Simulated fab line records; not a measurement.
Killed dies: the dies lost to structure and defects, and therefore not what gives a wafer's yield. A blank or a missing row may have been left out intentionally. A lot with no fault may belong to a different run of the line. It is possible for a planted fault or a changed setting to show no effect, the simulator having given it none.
A lot that was struck, set against a sound lot :: flow sky130 :: 30 out of 708 route steps
Sound: the wafers L288.1, L288.4, L288.5. Struck: wafer L302.3. (L302.4, L302.6 of the same lot were not struck and are left out.) The cause comes at the end.
For every step that has rows: the tool of each side, followed by ch and its chambers, followed by its first start. Under that, the readings that differ: sound wafers :: struck wafers :: difference of the means :: sigmas: that difference in standard deviations of wafers without a fault.
alike: same words and numbers on both sides, and readings whose means sit less than 2 such deviations apart. not compared: any withheld reading, any reading some wafer has no value for, any bound like >300 that may hide the same value, and any number with overlapping values for which the record gives no deviation.
Wherever a step has rows on one side only, a row that says differs or no value, or a row with sigmas, the two part there. Numbers that have no deviation but don't overlap get no sigmas and don't part them. Lack of a reading on every wafer of one side parts them only where that side has two or more wafers.

SKY_LI_CONTACT_OVL_MEAS_13:
  sound: overlay-01 at day 29 11:20; struck: overlay-01 at day 34 20:39
  alike: LI_CONTACT_OVL
then, 2 steps without rows for these wafers: SKY_LI_CONTACT_ETCH_14 (etches BARC in N2/H2, stops on SiO2, time 45.9 s, target depth 60 nm); SKY_LI_CONTACT_ETCH_15 (etches PSG in C4F8/O2/Ar, stops on Si, target depth 600 nm).
SKY_LI_CONTACT_STRIP_16: strips in O2/N2.
  sound on plasma-asher-04 ch 0,1, day 29 11:29; struck on plasma-asher-02 ch 0, day 34 20:50
  alike: drypump-motor-current-A, oes-product-au, strip-time-to-endpoint-s
  not compared: rf-hours-counter-h
then, 2 steps without rows for these wafers: SKY_LI_CONTACT_CLEAN_17 (cleans in NMP, time 600 s); SKY_LI_CONTACT_PRE_CLEAN_18 (time 5.6 s).
SKY_LI_CONTACT_SPUTTER_19: material Ti, target thk 20 nm, time 106.37 s.
  sound: pvd-sputter-04 at day 29 11:47; struck: pvd-sputter-02 at day 34 21:05
  alike: cathode-dc-power-W, throttle-valve-pct
then, 1 step without rows for these wafers: SKY_LI_CONTACT_SPUTTER_20 (material TiN, target thk 20 nm, time 80 s).
SKY_LI_CONTACT_CVD_21: deposits W, target thk 400 nm, time 120.56 s.
  sound on cvd-w-01 ch 0,1, day 29 11:55; struck on cvd-w-01 ch 1, day 34 21:16
  alike: heater-power-w
SKY_LI_CONTACT_RS_MEAS_22: a four-point-probe measurement.
  sound: film-metro-03 at day 29 12:03; struck: film-metro-01 at day 34 21:24
  alike: LI_CONTACT_W_RS
SKY_LI_CONTACT_THK_MEAS_23: measures by xrf.
  sound: film-metro-03 at day 29 12:10; struck: film-metro-01 at day 34 21:30
  alike: LI_CONTACT_W_THK
SKY_LI_CONTACT_CMP_24: polishes, stops on PSG, t overpolish 20 s, target thk 0 nm.
  sound on cmp-01 ch 2,3, day 29 12:17; struck on cmp-02 ch 2, day 34 21:35
  alike: motor-current-A, overpolish-run-s, platen-rpm, slurry-flow-ml-min, time-to-endpoint-s
SKY_LOCAL_INTERCONNECT_SPUTTER_00: material TiN, target thk 100 nm, time 83.3 s.
  sound: pvd-sputter-03 at day 29 12:32; struck: pvd-sputter-03 at day 34 21:50
reading: cathode-dc-power-W (W)
sound: 6499.4 6499.3 6499.1
struck: 9587.2
difference: +3087.9
sigmas: +99 or more

reading: model.TiN_of_LOCAL_INTERCONNECT_SPUTTER_00.thk-nm (nm)
sound: 99.92 101.3 99.6
struck: 147.5
difference: +47.2
sigmas: 
  alike: throttle-valve-pct
SKY_LOCAL_INTERCONNECT_RS_MEAS_01: a four-point-probe measurement.
  sound: film-metro-04 at day 29 12:35; struck: film-metro-03 at day 34 21:56
reading: LOCAL_INTERCONNECT_TIN_RS (ohm/sq)
sound: 14.12 13.96 14.21
struck: 9.47
difference: -4.63
sigmas: -27
SKY_LOCAL_INTERCONNECT_THK_MEAS_02: measures by xrf.
  sound: film-metro-04 at day 29 12:43; struck: film-metro-03 at day 34 22:02
reading: LOCAL_INTERCONNECT_TIN_THK (nm)
sound: 98.5 100.3 98.8
struck: 147.1
difference: +47.9
sigmas: +37
then, 8 steps without rows for these wafers: SKY_LOCAL_INTERCONNECT_DEHYDRATE_03 (time 60 s); SKY_LOCAL_INTERCONNECT_HMDS_04 (prime time 60 s); SKY_LOCAL_INTERCONNECT_COAT_05 (resist thk 60 nm); SKY_LOCAL_INTERCONNECT_COAT_06 (resist thk 450 nm); SKY_LOCAL_INTERCONNECT_SOFTBAKE_07 (time 90 s); SKY_LOCAL_INTERCONNECT_EXPOSE_08 (exposes mask LI1M, target cd 170 nm); SKY_LOCAL_INTERCONNECT_PEB_09; SKY_LOCAL_INTERCONNECT_DEVELOP_10 (develop time 60 s).
SKY_LOCAL_INTERCONNECT_CD_MEAS_11: target cd 170 nm.
  sound: cd-sem-01 at day 30 16:16; struck: cd-sem-02 at day 36 07:40
reading: cd-nm (nm)
sound: 171.6 171.3 171.2
struck: 167.8
difference: -3.6
sigmas: -2
SKY_LOCAL_INTERCONNECT_OVL_MEAS_12:
  sound: overlay-01 at day 30 16:23; struck: overlay-01 at day 36 07:45
  alike: LOCAL_INTERCONNECT_OVL
then, 1 step without rows for these wafers: SKY_LOCAL_INTERCONNECT_ETCH_13 (etches BARC in N2/H2, stops on SiO2, time 45.9 s, target depth 60 nm).
SKY_LOCAL_INTERCONNECT_METAL_ETCH_14: etches TiN in Cl2/BCl3, stops on PSG, target depth 110 nm, time 31.4 s.
  sound on rie-metal-02 ch 0,1, day 30 16:29; struck on rie-metal-02 ch 0, day 36 07:52
reading: oes-product-au (a.u.)
sound: 0.940 0.945 0.937
struck: 1.014
difference: +0.073
sigmas: +9

reading: throttle-valve-pct (%)
sound: 21.921 21.896 21.903
struck: 21.864
difference: -0.043
sigmas: -4
  alike: drypump-motor-current-A
  not compared: rf-hours-counter-h
SKY_LOCAL_INTERCONNECT_STRIP_15: strips in O2/N2.
  sound on plasma-asher-03 ch 0,1, day 30 16:32; struck on plasma-asher-03 ch 0, day 36 07:56
  alike: drypump-motor-current-A, oes-product-au, strip-time-to-endpoint-s
  not compared: rf-hours-counter-h
SKY_LOCAL_INTERCONNECT_STRIP_16: strips in post etch residue remover, time 1200 s.
  sound on wet-bench-01 ch 2, day 30 16:38; struck on wet-bench-02 ch 0, day 36 07:59
reading: model.TiN_of_LOCAL_INTERCONNECT_SPUTTER_00.thk-nm (nm)
sound: 99.49 100.9 99.18
struck: 147.1
difference: +47.2
sigmas: 
then, 1 step without rows for these wafers: SKY_LOCAL_INTERCONNECT_CLEAN_17 (cleans in IPA, time 180 s).

== WHERE THEY PART ==
At SKY_LOCAL_INTERCONNECT_SPUTTER_00 first; at SKY_LOCAL_INTERCONNECT_METAL_ETCH_14 last (within this record only). Later steps at which nothing parts them and some readings are alike: SKY_LOCAL_INTERCONNECT_STRIP_15.

WHY: what the simulator had put in
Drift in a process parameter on pvd-sputter-03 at SKY_LOCAL_INTERCONNECT_SPUTTER_00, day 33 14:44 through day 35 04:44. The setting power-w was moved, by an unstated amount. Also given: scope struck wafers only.
